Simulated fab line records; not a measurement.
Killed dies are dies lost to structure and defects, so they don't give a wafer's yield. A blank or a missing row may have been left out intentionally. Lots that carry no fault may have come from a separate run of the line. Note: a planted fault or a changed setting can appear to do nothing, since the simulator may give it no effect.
What tool caused it?    flow gf180mcu    Sampling: 14 lots, 42 wafers, 5 of 602 route steps

## WHAT EACH GAUGE READ, for each wafer
GF_HV_LDD_CD_MEAS_07 targets a cd of 400 nm.
lot   measured      on         cd-nm (nm)
L464  day 10 02:14  cd-sem-02  397.6 396.2 395.9
L465  day 10 07:20  cd-sem-01  400.2 400.8 400.2
L466  day 10 16:23  cd-sem-01  398.0 398.4 399.2
L468  day 11 03:40  cd-sem-02  401.0 400.4 400.9
L469  day 11 14:19  cd-sem-01  403.3 399.1 399.8
L470  day 11 21:26  cd-sem-01  398.9 399.2 399.5
L477  day 14 00:34  cd-sem-02  374.9 375.6 376.0
L478  day 14 09:10  cd-sem-01  375.1 373.6 372.1
L479  day 14 23:14  cd-sem-02  397.8 397.6 398.3
L480  day 15 07:49  cd-sem-01  400.2 398.5 400.7
L482  day 15 15:58  cd-sem-02  397.7 398.8 399.4
L483  day 15 21:25  cd-sem-02  395.9 397.7 398.2
L486  day 16 23:20  cd-sem-02  397.4 398.9 397.4
L487  day 17 02:49  cd-sem-02  400.7 398.4 400.1

GF_M1_OVL_MEAS_15.
lot   measured      on          M1_OVL (nm)
L464  day 17 01:56  overlay-02  -2 -5 -6
L465  day 17 09:13  overlay-02  2 -5 -3
L466  day 17 19:47  overlay-01  5 5 8
L468  day 18 11:23  overlay-01  -1 5 4
L469  day 19 01:35  overlay-01  -3 3 0
L470  day 19 09:22  overlay-02  10 14 10
L477  day 22 00:47  overlay-01  -2 -6 -15
L478  day 22 09:54  overlay-01  0 0 -3
L479  day 23 00:28  overlay-02  -4 -5 6
L480  day 23 11:02  overlay-01  2 -10 -2
L482  day 23 21:38  overlay-02  11 12 11
L483  day 23 23:13  overlay-01  -2 1 -1
L486  day 25 02:43  overlay-02  -5 2 -1
L487  day 25 06:13  overlay-02  -2 4 4

GF_V1_BOW_MEAS_05.
lot   measured      on             V1_BOW (um)
L464  day 17 03:13  film-metro-03  80 81 79
L465  day 17 10:30  film-metro-03  85 83 87
L466  day 17 21:13  film-metro-03  76 94 74
L468  day 18 12:41  film-metro-02  89 87 78
L469  day 19 02:52  film-metro-02  77 91 90
L470  day 19 10:39  film-metro-03  77 66 81
L477  day 22 02:03  film-metro-01  71 71 91
L478  day 22 11:19  film-metro-03  78 79 81
L479  day 23 01:47  film-metro-02  85 98 90
L480  day 23 12:19  film-metro-03  94 78 83
L482  day 23 22:54  film-metro-02  90 92 81
L483  day 24 00:32  film-metro-03  85 77 93
L486  day 25 04:02  film-metro-03  67 80 75
L487  day 25 07:29  film-metro-02  101 80 94

## TOOL THAT RAN EACH LOT (tool first, then ch and the chambers of the sampled wafers, then the start)
lot   GF_HV_LDD_DEVELOP_06               GF_CONTACT_CVD_02
L464  litho-track-02 ch 0, day 10 02:06  pecvd-01 ch 0,2, day 15 04:15
L465  litho-track-04 ch 0, day 10 07:12  pecvd-02 ch 1,2, day 15 10:25
L466  litho-track-03 ch 0, day 10 16:14  pecvd-01 ch 0,1,2, day 15 21:20
L468  litho-track-03 ch 0, day 11 03:31  pecvd-04 ch 1,2, day 16 09:53
L469  litho-track-04 ch 0, day 11 14:10  pecvd-01 ch 0,2, day 17 00:07
L470  litho-track-04 ch 0, day 11 21:18  pecvd-02 ch 0,1, day 17 09:14
L477  litho-track-03 ch 0, day 14 00:25  pecvd-02 ch 0,2, day 19 22:42
L478  litho-track-03 ch 0, day 14 09:01  pecvd-02 ch 0,1, day 20 07:53
L479  litho-track-04 ch 0, day 14 23:06  pecvd-01 ch 0,1,2, day 21 00:31
L480  litho-track-02 ch 0, day 15 07:40  pecvd-02 ch 0,2, day 21 10:19
L482  litho-track-04 ch 0, day 15 15:49  pecvd-04 ch 0,1,2, day 21 20:56
L483  litho-track-02 ch 0, day 15 21:16  pecvd-04 ch 0,2, day 21 23:29
L486  litho-track-04 ch 0, day 16 23:09  pecvd-01 ch 0,1,2, day 23 04:44
L487  litho-track-04 ch 0, day 17 02:40  pecvd-04 ch 1,2, day 23 08:07
- GF_HV_LDD_DEVELOP_06: develop time 60 s.
- GF_CONTACT_CVD_02: deposits SiO2 from TEOS, target thk 860 nm, time 95.992 s.

## WHAT THE TOOLS THEMSELVES READ (means of the sampled wafers that have a number; where no wafer has one, the mark that the record gives instead)
GF_CONTACT_CVD_02.
lot   tool      heater-power-w (W)  rf-fwd-power-W (W)
L464  pecvd-01  597                 597.2
L465  pecvd-02  729                 594.4
L466  pecvd-01  609                 597.7
L468  pecvd-04  742                 597.4
L469  pecvd-01  561                 598.0
L470  pecvd-02  595                 594.6
L477  pecvd-02  586                 595.5
L478  pecvd-02  733                 596.1
L479  pecvd-01  620                 597.8
L480  pecvd-02  548                 594.4
L482  pecvd-04  809                 597.2
L483  pecvd-04  774                 597.2
L486  pecvd-01  629                 596.4
L487  pecvd-04  797                 595.7

## THE ANSWER, worked out from the rows above alone
Rule: what is usual is taken from the lots themselves. Put in order of their means at a reading, lots are off if they are a third of the lots or fewer, leave a main group of 4 or more, and stand apart from it by a gap of 3 or more times the standard deviation of the main group's means; of several such gaps the widest counts. Not used: any main group whose means are identical at the precision the tables above print for the reading. Also off: a lot with no number at a reading for which 4 or more lots have one. Where the step has rows for the other lots, those lots are counted as sound. After the gauges, taken in route order, come the tools' own readings; for these a lot's mean is taken, as printed above. The first step at which some lot is off is used, and at that step the reading that is off furthest; a lot without a number counts as furthest.
Off, at GF_HV_LDD_CD_MEAS_07 on cd-nm: L477, L478. For the main group the mean is 399.0 nm and the standard deviation 1.3.
If a tool, at a process step before that reading, ran all the lots that are off and no sound lot after the first of them, it fits. The gauges at GF_HV_LDD_CD_MEAS_07 are tried like those tools. One candidate fits, namely litho-track-03 at GF_HV_LDD_DEVELOP_06. A fault onset in the window from L468 (day 11 03:31, its last sound lot) to L477 (day 14 00:25, its first lot off) fits.

## WHAT HAD BEEN PUT IN BY THE SIMULATOR
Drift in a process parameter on litho-track-03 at GF_HV_LDD_DEVELOP_06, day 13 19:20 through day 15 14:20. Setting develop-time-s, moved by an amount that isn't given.
Lots struck among those shown: L477, L478. This agrees with what the rule above found.
